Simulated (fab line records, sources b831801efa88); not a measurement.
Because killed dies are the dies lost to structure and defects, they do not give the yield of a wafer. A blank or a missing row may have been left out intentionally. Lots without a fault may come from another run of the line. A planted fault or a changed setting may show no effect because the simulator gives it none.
8D (eight disciplines) problem report, filled in by code -- flow gf180mcu -- the parts of the form that need people (team, actions taken, sign-off) are left out

== 1. THE PROBLEM ==
At GF_HV_LDD_IMPLANT_35, dose_ions_cm2 averages 7.998e+12 over 9 wafers from 3 lots, while fault-free wafers read 7.501e+12, standard deviation 7.9e+09. That puts it +63 standard deviations away from the usual mean.
First observed at day 15 02:13: wafer L842.2, on implanter-01. The record has a number at this step for 21 wafers belonging to 7 lots. Rule for "out", or "out of limits": more than 4 standard deviations from the usual mean. The other wafers with a number count as sound.

== 2. WHAT THIS IS AND IS NOT ==
question,is,is not
which readings at this step,dose_ions_cm2,rotation_deg
which lots,"L842, L843, L844","L831, L840, L848, L853"
which wafers of those lots,all that have a number,-
read on which tools,implanter-01,implanter-04
when,from day 15 02:13,"up to then (6 sound wafers); but 6 sound wafers of L848, L853 came after"

== 3. WHAT RULES OUT EACH SUSPECT ==
Counting: a tool stays on the suspect list if, at a process step up to the reading, it processed all lots that are out and no sound lot following the first of them.
- implanter-01 at GF_HV_LDD_IMPLANT_35: kept. It processed each lot that is out, first L842 at day 15 02:13, and no sound lot thereafter; up to then, the last sound lot it processed was L840 at day 14 08:50. Its own dose_ions_cm2 readings are out on those wafers.
After counting, what remains is implanter-01 at GF_HV_LDD_IMPLANT_35.

== 4. THE CAUSE (what the simulator had put in) ==
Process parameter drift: implanter-01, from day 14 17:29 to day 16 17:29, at GF_HV_LDD_IMPLANT_35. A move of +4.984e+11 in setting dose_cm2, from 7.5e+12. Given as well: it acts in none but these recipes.
After counting, this tool was the only one left.

== 5. SEQUENCE OF EFFECTS, ordered by route ==
Rows list readings where the struck wafers' mean (over those with a number) sits beyond 3 standard deviations from the usual. Scope: only readings with a usual standard deviation given in the record; hours: median across lots of the time from each lot's start at the first step in this table that gives one to its start at this step; sigmas: change in usual standard deviations.
hours,step,reading,usual,on struck wafers,change,sigmas
0,GF_HV_LDD_IMPLANT_35,dose_ions_cm2,7.501e+12,7.998e+12,+4.972e+11,+63
0,GF_HV_LDD_IMPLANT_35,faraday_current_uA,42.3,45.8,+3.5,+4.7
It contains these process steps:
- GF_HV_LDD_IMPLANT_35

== 6. HOW IT WOULD HAVE BEEN CAUGHT EARLIER ==
In this record the first reading out of limits was taken at day 15 02:13, 9 hours after the fault began at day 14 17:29.
